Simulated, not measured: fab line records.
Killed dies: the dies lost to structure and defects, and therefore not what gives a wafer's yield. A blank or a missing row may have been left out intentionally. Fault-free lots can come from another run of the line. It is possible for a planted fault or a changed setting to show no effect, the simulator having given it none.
Which of the tools did it? | flow sky130 | Sampling: 10 lots, 30 wafers, 3 of 708 route steps

== WHAT THE GAUGES READ, wafer by wafer ==
SKY_CAP2M_RS_MEAS_03: uses a four-point probe to measure.
lot  | measured     | on           | CAP2M_TIN_RS (ohm/sq)
L291 | day 40 20:43 | filmMetro-01 | 6.86 6.87 6.88
L293 | day 41 10:27 | filmMetro-04 | 6.92 7.00 6.94
L295 | day 41 12:52 | filmMetro-02 | 6.99 7.01 7.08
L298 | day 42 19:38 | filmMetro-01 | 6.04 6.82 6.95
L299 | day 42 20:34 | filmMetro-01 | 6.90 6.90 6.05
L302 | day 43 06:59 | filmMetro-02 | 7.01 6.95 7.03
L305 | day 44 21:29 | filmMetro-04 | 6.93 6.88 6.93
L310 | day 45 13:50 | filmMetro-02 | 6.89 6.86 6.77
L309 | day 45 13:53 | filmMetro-01 | 7.10 6.93 6.96
L311 | day 46 02:04 | filmMetro-04 | 6.93 6.98 6.90

== WHICH TOOL RAN EACH LOT (tool, then ch and the chambers of the sampled wafers, then the start) ==
lot  | SKY_METAL3_SPUTTER_03       | SKY_CAP2M_SPUTTER_02
L291 | pvdSputter-02, day 37 12:54 | pvdSputter-01, day 40 20:37
L293 | pvdSputter-03, day 38 02:23 | pvdSputter-02, day 41 10:19
L295 | pvdSputter-02, day 38 07:12 | pvdSputter-02, day 41 12:44
L298 | pvdSputter-02, day 39 15:09 | pvdSputter-02, day 42 19:32
L299 | pvdSputter-02, day 39 15:50 | pvdSputter-02, day 42 20:23
L302 | pvdSputter-03, day 40 04:34 | pvdSputter-01, day 43 06:50
L305 | pvdSputter-02, day 41 19:27 | pvdSputter-03, day 44 21:19
L310 | pvdSputter-03, day 42 14:04 | pvdSputter-01, day 45 13:44
L309 | pvdSputter-02, day 42 14:38 | pvdSputter-03, day 45 13:47
L311 | pvdSputter-02, day 43 04:42 | pvdSputter-02, day 46 01:56
- SKY_METAL3_SPUTTER_03: material Ti, target thk 5 nm, time 3.3 s.
- SKY_CAP2M_SPUTTER_02: material TiN, target thk 200 nm, time 166.7 s.

== THE ANSWER, worked out from the rows above alone ==
Rule: what is usual is taken from the lots themselves. Put in order of their means at a reading, lots are off if they are a third of the lots or fewer, leave a main group of 4 or more, and stand apart from it by a gap of 3 or more times the standard deviation of the main group's means; of several such gaps the widest counts. Not used: any main group whose means are identical at the precision the tables above print for the reading. A lot without any number at a reading at which 4 lots or more have one is off too. The other lots that the step has rows for count as sound.
Off: at SKY_CAP2M_RS_MEAS_03 (CAP2M_TIN_RS), L298, L299. Main group: mean 6.94 ohm/sq, sd 0.061.
If a tool, at a process step before that reading, ran all the lots that are off and no sound lot after the first of them, it fits. Those tools and the gauges at SKY_CAP2M_RS_MEAS_03 are tried in the same way. Not one of the candidates tried fits.

== WHAT WAS PUT IN BY THE SIMULATOR ==
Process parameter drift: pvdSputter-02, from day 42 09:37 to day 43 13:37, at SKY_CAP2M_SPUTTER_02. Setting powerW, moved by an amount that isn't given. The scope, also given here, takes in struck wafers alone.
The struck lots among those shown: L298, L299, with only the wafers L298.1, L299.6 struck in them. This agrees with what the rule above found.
